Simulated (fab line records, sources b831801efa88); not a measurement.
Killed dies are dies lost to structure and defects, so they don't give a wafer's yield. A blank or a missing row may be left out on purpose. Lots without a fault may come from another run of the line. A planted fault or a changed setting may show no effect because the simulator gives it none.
Chamber matching | flow gf180mcu | GF_PASSIVATION_ETCH_11 on rie_diel-04: 4 sister chambers
The step etches the open film in CF4/O2, stops on TiN, target depth 1800 nm, time 400 s. 4 wafers are shown with their chamber, then 7 later ones without.

WAFERS WITH THEIR CHAMBER
wafer  | chamber | drypump_motor_current_A (A)
L084.2 | 0       | 5.6
L084.3 | 2       | 5.6
L085.3 | 1       | 6.5
L085.4 | 3       | 5.8

WAFERS WITHOUT THEIR CHAMBER
wafer  | drypump_motor_current_A (A)
L085.6 | 5.5
L091.1 | 5.8
L091.3 | 5.6
L091.6 | 5.6
L094.1 | 6.5
L094.3 | 5.8
L094.4 | 5.6

WHICH CHAMBER EACH WENT THROUGH
wafer  | from the rows above     | in truth
L085.6 | can't be placed: 0 or 2 | 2
L091.1 | 3                       | 3
L091.3 | can't be placed: 0 or 2 | 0
L091.6 | can't be placed: 0 or 2 | 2
L094.1 | 1                       | 1
L094.3 | 3                       | 3
L094.4 | can't be placed: 0 or 2 | 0
Placed correctly: 3 of 7. Can't be placed from these rows: 4 (the true chamber is among the candidates in 4). Placed wrongly: 0.
How it was worked out, from the rows above alone: a wafer's distance from a chamber is the root of the sum, over the readings, of the square of ((its reading less the chamber's mean) divided by the reading's scatter). The wafer belongs to the nearest chamber; if the next one is less than 2 further off, it can't be placed. A chamber's mean is the mean of its shown wafers. The scatter: with one shown wafer a chamber, the root of the mean of the squares of how far each hidden wafer lies from its nearest shown one.
